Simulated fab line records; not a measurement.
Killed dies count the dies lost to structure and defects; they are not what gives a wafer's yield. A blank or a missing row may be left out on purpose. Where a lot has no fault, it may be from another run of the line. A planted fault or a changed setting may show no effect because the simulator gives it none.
Which tool was responsible?	flow sfq line	14 lots, 42 wafers sampled, at 4 steps of a route of 325

WHAT THE GAUGES READ, wafer by wafer
SFQ_M8_BOW_MEAS_951. Usual: M8_BOW 7 um, standard deviation 11.
lot	measured	on	M8_BOW (um)	flag
L933	day 80 01:03	film metro-04	5 7 6	
L934	day 80 12:17	film metro-02	7 16 6	
L935	day 80 18:16	film metro-03	3 -1 -9	
L937	day 81 18:36	film metro-02	-8 -4 -12	
L939	day 82 04:43	film metro-02	0 18 1	
L940	day 82 07:08	film metro-03	-8 -3 -8	
L943	day 85 15:43	film metro-03	-7 3 -5	
L944	day 86 14:11	film metro-03	6 15 16	
L948	day 86 20:11	film metro-02	11 18 31	
L949	day 87 14:49	film metro-04	36 16 21	
L952	day 88 19:58	film metro-02	15 28 8	
L953	day 92 05:06	film metro-03	3 9 4	
L954	day 92 08:40	film metro-04	-8 12 9	
L955	day 92 12:53	film metro-03	-2 7 2	

EACH LOT AND THE TOOL THAT RAN IT (in order: tool; ch and the chambers of the sampled wafers; start)
lot	SFQ_TRILAYER_A5B_DEP_PECVD_129	SFQ_TRILAYER_M7_LITHO_COAT_182	SFQ_TRILAYER_M7_STRIP_STRIP_181
L933	pecvd-04 ch 0,1, day 60 13:55	litho track-03 ch 0, day 72 03:43	rie metal-03 ch 0,1, day 72 07:20
L934	pecvd-03 ch 0,1,2, day 60 16:19	litho track-02 ch 0, day 75 22:53	rie metal-03 ch 0,1, day 76 01:26
L935	pecvd-01 ch 1,2, day 60 17:31	litho track-02 ch 0, day 76 03:51	rie metal-01 ch 0,1, day 76 07:22
L937	pecvd-01 ch 0,1,2, day 60 23:34	litho track-02 ch 0, day 76 12:26	rie metal-01 ch 0,1, day 76 17:26
L939	pecvd-04 ch 0,1,2, day 61 05:31	litho track-03 ch 0, day 76 19:29	rie metal-04 ch 0,1, day 76 22:02
L940	pecvd-04 ch 1,2, day 61 08:35	litho track-03 ch 0, day 76 20:45	rie metal-01 ch 0,1, day 76 23:14
L943	pecvd-01 ch 0,1,2, day 61 19:23	litho track-03 ch 0, day 81 00:14	rie metal-01 ch 0, day 81 02:42
L944	pecvd-04 ch 0,1,2, day 61 20:37	litho track-02 ch 0, day 81 05:02	rie metal-04 ch 0,1, day 85 03:50
L948	pecvd-03 ch 0,1,2, day 62 07:23	litho track-03 ch 0, day 82 04:05	rie metal-03 ch 0,1, day 85 23:02
L949	pecvd-04 ch 1,2, day 65 02:23	litho track-03 ch 0, day 82 08:56	rie metal-03 ch 1, day 86 05:39
L952	pecvd-04 ch 0,1,2, day 65 13:11	litho track-02 ch 0, day 84 07:52	rie metal-04 ch 0,1, day 88 01:22
L953	pecvd-01 ch 0,1, day 67 08:23	litho track-02 ch 0, day 85 08:29	rie metal-01 ch 0, day 88 21:18
L954	pecvd-01 ch 0,1, day 67 22:55	litho track-03 ch 0, day 85 18:08	rie metal-01 ch 0, day 89 02:18
L955	pecvd-03 ch 0,2, day 68 03:43	litho track-02 ch 0, day 85 21:47	rie metal-01 ch 0,1, day 89 05:43
- SFQ_TRILAYER_A5B_DEP_PECVD_129: deposits SiO2 from SiH4/N2O, time 133.33 s, target thk 600 nm.
- SFQ_TRILAYER_M7_LITHO_COAT_182: resist thk 62 nm.
- SFQ_TRILAYER_M7_STRIP_STRIP_181: strips in O2.

AS READ BY THE TOOLS THEMSELVES (means over the sampled wafers that have a number; for cases with no such wafer, the mark the record gives instead)
SFQ_TRILAYER_A5B_DEP_PECVD_129. Usual: heater power w 83 W, standard deviation 17; throttle valve pct 24.9 %, standard deviation 1.8.
lot	tool	heater power w (W)	throttle valve pct (%)	flag
L933	pecvd-04	63	26.4	
L934	pecvd-03	83	26.3	
L935	pecvd-01	99	22.3	
L937	pecvd-01	98	22.6	
L939	pecvd-04	67	25.9	
L940	pecvd-04	66	26.0	
L943	pecvd-01	93	22.7	
L944	pecvd-04	71	25.8	
L948	pecvd-03	84	26.3	
L949	pecvd-04	69	26.3	
L952	pecvd-04	66	26.2	
L953	pecvd-01	94	23.0	
L954	pecvd-01	107	22.7	
L955	pecvd-03	84	27.4	

SFQ_TRILAYER_M7_LITHO_COAT_182. Usual: chill plate temp C 22.98 C, standard deviation 0.12; spin speed rpm 3000.3 rpm, standard deviation 2.
lot	tool	chill plate temp C (C)	spin speed rpm (rpm)	flag
L933	litho track-03	22.91	2999.0	
L934	litho track-02	23.19	3002.2	
L935	litho track-02	22.95	3002.3	
L937	litho track-02	22.97	2999.2	
L939	litho track-03	22.91	3001.0	
L940	litho track-03	23.18	3001.4	
L943	litho track-03	22.81	3000.5	
L944	litho track-02	22.91	2998.8	
L948	litho track-03	22.88	3195.4	OFF
L949	litho track-03	22.87	3197.5	OFF
L952	litho track-02	22.96	2998.6	
L953	litho track-02	22.80	2998.6	
L954	litho track-03	22.98	3002.0	
L955	litho track-02	23.18	2999.7	

SFQ_TRILAYER_M7_STRIP_STRIP_181. Usual: chamber pressure mTorr 50.00 mTorr, standard deviation 0.048; drypump motor current A 5.70 A, standard deviation 0.22; oes product au 1.001 a.u., standard deviation 0.0086.
lot	tool	chamber pressure mTorr (mTorr)	drypump motor current A (A)	oes product au (a.u.)	flag
L933	rie metal-03	49.98	5.86	1.001	
L934	rie metal-03	50.02	5.79	0.998	
L935	rie metal-01	50.00	5.50	1.009	
L937	rie metal-01	49.96	5.49	1.008	
L939	rie metal-04	50.05	5.90	0.993	
L940	rie metal-01	50.00	5.48	1.002	
L943	rie metal-01	50.02	5.51	0.998	
L944	rie metal-04	50.03	6.03	1.005	
L948	rie metal-03	50.04	5.84	1.004	
L949	rie metal-03	50.02	5.75	0.992	
L952	rie metal-04	50.02	6.02	0.996	
L953	rie metal-01	49.99	5.52	1.013	
L954	rie metal-01	50.02	5.50	1.004	
L955	rie metal-01	49.97	5.48	0.997	

THE ANSWER, worked out from the rows above alone
Rule: lot off if the mean of its wafers having a number is beyond 3 standard deviations from the usual mean. A lot without any number at a reading at which 4 lots or more have one is off too. Any other lot the step has rows for is counted as sound. After the gauges, taken in route order, come the tools' own readings; for these a lot's mean is taken, as printed above. At the first step where some lot is off, the reading lying furthest off is the one used; lots without a number count as furthest.
Off: L948, L949 (SFQ_TRILAYER_M7_LITHO_COAT_182, spin speed rpm).
A tool fits if, at that step or a process step before it, it ran every lot that is off, and no sound lot after the first of them. Not one of the candidates tried fits.

WHAT WAS PUT IN BY THE SIMULATOR
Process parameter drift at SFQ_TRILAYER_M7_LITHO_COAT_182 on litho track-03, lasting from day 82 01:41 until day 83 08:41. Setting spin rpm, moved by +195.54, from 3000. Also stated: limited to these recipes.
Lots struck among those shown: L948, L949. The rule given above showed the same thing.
